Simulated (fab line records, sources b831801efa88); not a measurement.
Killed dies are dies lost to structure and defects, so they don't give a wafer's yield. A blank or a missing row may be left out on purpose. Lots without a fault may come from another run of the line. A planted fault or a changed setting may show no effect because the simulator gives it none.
A struck lot beside a sound one | flow sky130 | 44 steps out of a route of 708
Sound: wafers L536.3, L536.5, L536.6. Struck: wafer L550.5. (L550.3, L550.4 of the same lot were not struck and are left out.) The cause comes at the end.
At each step with rows: each side's tool, then ch and its chambers, then its first start. Under that, the readings that differ: sound wafers | struck wafers | difference of the means | sigmas: that difference in standard deviations of wafers without a fault.
alike: readings whose means differ by less than 2 such deviations, and words and numbers that are the same on both sides. not compared: withheld readings, readings that some wafer has no value for, bounds like >300 that may hide the same value, and numbers for which the record gives no deviation and whose values overlap.
The two part at a step that has a row with sigmas, a row that says differs or no value, or rows on one side only. Numbers that don't overlap but have no deviation are shown without sigmas and don't part them. A reading that every wafer of one side lacks parts them only if that side has two wafers or more.

first, 5 steps without rows for these wafers: SKY_VIA2_STRIP_17 (strips in post etch residue remover, time 1200 s); SKY_VIA2_CLEAN_18 (cleans in IPA, time 180 s); SKY_VIA2_CLEAN_19 (cleans in O3/DIW); SKY_VIA2_SPUTTER_20 (material TiN, target thk 20 nm, time 80 s); SKY_VIA2_CVD_21 (deposits W, target thk 420 nm, time 126.4 s).
SKY_VIA2_RS_MEAS_22: measures by four-point-probe.
  sound on film_metro-04, day 36 19:52; struck on film_metro-04, day 41 16:43
  alike: VIA2_W_RS
SKY_VIA2_THK_MEAS_23: measures by xrf.
  sound on film_metro-04, day 36 19:58; struck on film_metro-04, day 41 16:49
  alike: VIA2_W_THK
SKY_VIA2_CMP_24: polishes, stops on SiO2, t overpolish 20 s, target thk 0 nm.
  sound on cmp-02 ch 0,3, day 36 20:08; struck on cmp-02 ch 1, day 41 17:02
  reading             | sound          | struck | difference | sigmas
  motor_current_A (A) | 12.9 11.6 11.5 | 9.3    | -2.7       | -2
  alike: overpolish_run_s, time_to_endpoint_s
then, 2 steps without rows for these wafers: SKY_METAL3_SPUTTER_00 (material Ti, target thk 15 nm, time 10 s); SKY_METAL3_SPUTTER_01 (material TiN, target thk 20 nm, time 16.7 s).
SKY_METAL3_SPUTTER_02: material AlCu, target thk 735 nm, time 39.1 s.
  sound on pvd_sputter-01, day 36 20:26; struck on pvd_sputter-02, day 41 17:20
  alike: throttle_valve_pct
SKY_METAL3_SPUTTER_03: material Ti, target thk 5 nm, time 3.3 s.
  sound on pvd_sputter-01, day 36 20:29; struck on pvd_sputter-02, day 41 17:23
  alike: throttle_valve_pct
SKY_METAL3_SPUTTER_04: material TiN, target thk 70 nm, time 58.3 s.
  sound on pvd_sputter-01, day 36 20:30; struck on pvd_sputter-02, day 41 17:24
  reading                                    | sound             | struck | difference | sigmas
  model.TiN_of_METAL3_SPUTTER_04.thk_nm (nm) | 69.74 69.24 69.26 | 25.21  | -44.20     |
  alike: throttle_valve_pct
then, 1 step without rows for these wafers: SKY_CAPM_CVD_00 (deposits SiO2, target thk 15.5 nm).
SKY_CAPM_THK_MEAS_01:
  sound on film_metro-04, day 36 20:35; struck on film_metro-04, day 41 17:29
  reading              | sound             | struck | difference | sigmas
  CAPM_CVD_00_THK (nm) | 15.16 15.42 15.33 | 15.73  | +0.43      | +2
then, 1 step without rows for these wafers: SKY_CAPM_SPUTTER_02 (material TiN, target thk 200 nm, time 166.7 s).
SKY_CAPM_RS_MEAS_03: measures by four-point-probe.
  sound on film_metro-02, day 36 20:47; struck on film_metro-02, day 41 17:41
  alike: CAPM_TIN_RS
SKY_CAPM_THK_MEAS_04: measures by xrf.
  sound on film_metro-02, day 36 20:53; struck on film_metro-02, day 41 17:47
  alike: CAPM_TIN_THK
then, 7 steps without rows for these wafers: SKY_CAPM_DEHYDRATE_05 (time 60 s); SKY_CAPM_HMDS_06 (prime time 60 s); SKY_CAPM_COAT_07 (resist thk 1140 nm); SKY_CAPM_SOFTBAKE_08 (time 60 s); SKY_CAPM_EXPOSE_09 (exposes mask CAPM, target cd 1000 nm); SKY_CAPM_PEB_10; SKY_CAPM_DEVELOP_11 (develop time 60 s).
SKY_CAPM_OVL_MEAS_12:
  sound on overlay-01, day 37 23:08; struck on overlay-02, day 42 16:41
  alike: CAPM_OVL
SKY_CAPM_METAL_ETCH_13: etches TiN in Cl2/BCl3, stops on SiO2, target depth 220 nm, time 62.9 s.
  sound on rie_metal-02 ch 0,1, day 37 23:11; struck on rie_metal-02 ch 0, day 42 16:44
  reading                | sound                | struck | difference | sigmas
  throttle_valve_pct (%) | 21.920 21.916 21.897 | 21.884 | -0.027     | -3
  alike: drypump_motor_current_A, he_backside_leak_sccm, oes_product_au
  not compared: rf_hours_counter_h
then, 12 steps without rows for these wafers: SKY_CAPM_STRIP_14 (strips in O2/N2); SKY_CAPM_STRIP_15 (strips in post etch residue remover, time 1200 s); SKY_CAPM_CLEAN_16 (cleans in IPA, time 180 s); SKY_CAPM_CLEAN_17 (cleans in O3/DIW); SKY_METAL3_DEHYDRATE_05 (time 60 s); SKY_METAL3_HMDS_06 (prime time 60 s); SKY_METAL3_COAT_07 (resist thk 60 nm); SKY_METAL3_COAT_08 (resist thk 1140 nm); SKY_METAL3_SOFTBAKE_09 (time 90 s); SKY_METAL3_EXPOSE_10 (exposes mask MM3, target cd 300 nm); SKY_METAL3_PEB_11; SKY_METAL3_DEVELOP_12 (develop time 60 s).
SKY_METAL3_CD_MEAS_13: target cd 300 nm.
  sound on cd_sem-01, day 39 01:37; struck on cd_sem-02, day 43 16:41
  reading    | sound             | struck | difference | sigmas
  cd_nm (nm) | 298.8 299.8 299.1 | 305.0  | +5.8       | +4
SKY_METAL3_OVL_MEAS_14:
  sound on overlay-02, day 39 01:42; struck on overlay-01, day 43 16:47
  alike: METAL3_OVL
SKY_METAL3_DESCUM_15: chemistry O2, time 8 s.
  sound on rie_metal-04 ch 0, day 39 01:45; struck on rie_metal-04 ch 0, day 43 16:49
  alike: drypump_motor_current_A, he_backside_leak_sccm, oes_product_au, temp_c
  not compared: rf_hours_counter_h
SKY_METAL3_METAL_ETCH_18: etches the open film in Cl2/BCl3, stops on SiO2, target depth 845 nm, time 183.1 s.
  sound on rie_metal-03 ch 0,1, day 39 02:05; struck on rie_metal-01 ch 1, day 43 17:01
  reading               | sound             | struck | difference | sigmas
  oes_product_au (a.u.) | 0.871 0.874 0.872 | 0.846  | -0.026     | -4
  alike: drypump_motor_current_A, he_backside_leak_sccm, throttle_valve_pct
  not compared: rf_hours_counter_h
-- the record jumps here: 6 days lie between the struck wafers' starts before and after (it left off in module METAL3 and takes up again in module PAD_OPEN, whose first step shown is number 708 of the route) --
SKY_PAD_OPEN_PROBE_99:
  sound on prober-01, day 46 05:43; struck on prober-01, day 50 01:20
  reading                       | sound             | struck | difference | sigmas
  killed_at_M4_up               | 3 1 0             | 5      | +4         | +2
  killed_short                  | 36 29 37          | 48     | +14        | +2
  sort_bin_3_pad_short (%)      | 0.2 1.0 0.4       | 1.6    | +1.1       | +3
  model.etest.via3_chain.rc_ohm | 9.595 9.344 9.858 | 8.677  | -0.922     |
  alike: defect_limited_yield, killed_at_M0_to_M3, killed_at_contacts, killed_at_front_end, killed_at_other, killed_dies, killed_open, sort_bin_5_function, sort_bin_6_memory, sort_n_pass, sort_yield_pct

WHERE THEY PART
First at SKY_VIA2_CMP_24; last, within this record, at SKY_PAD_OPEN_PROBE_99.

WHY: what the simulator had put in
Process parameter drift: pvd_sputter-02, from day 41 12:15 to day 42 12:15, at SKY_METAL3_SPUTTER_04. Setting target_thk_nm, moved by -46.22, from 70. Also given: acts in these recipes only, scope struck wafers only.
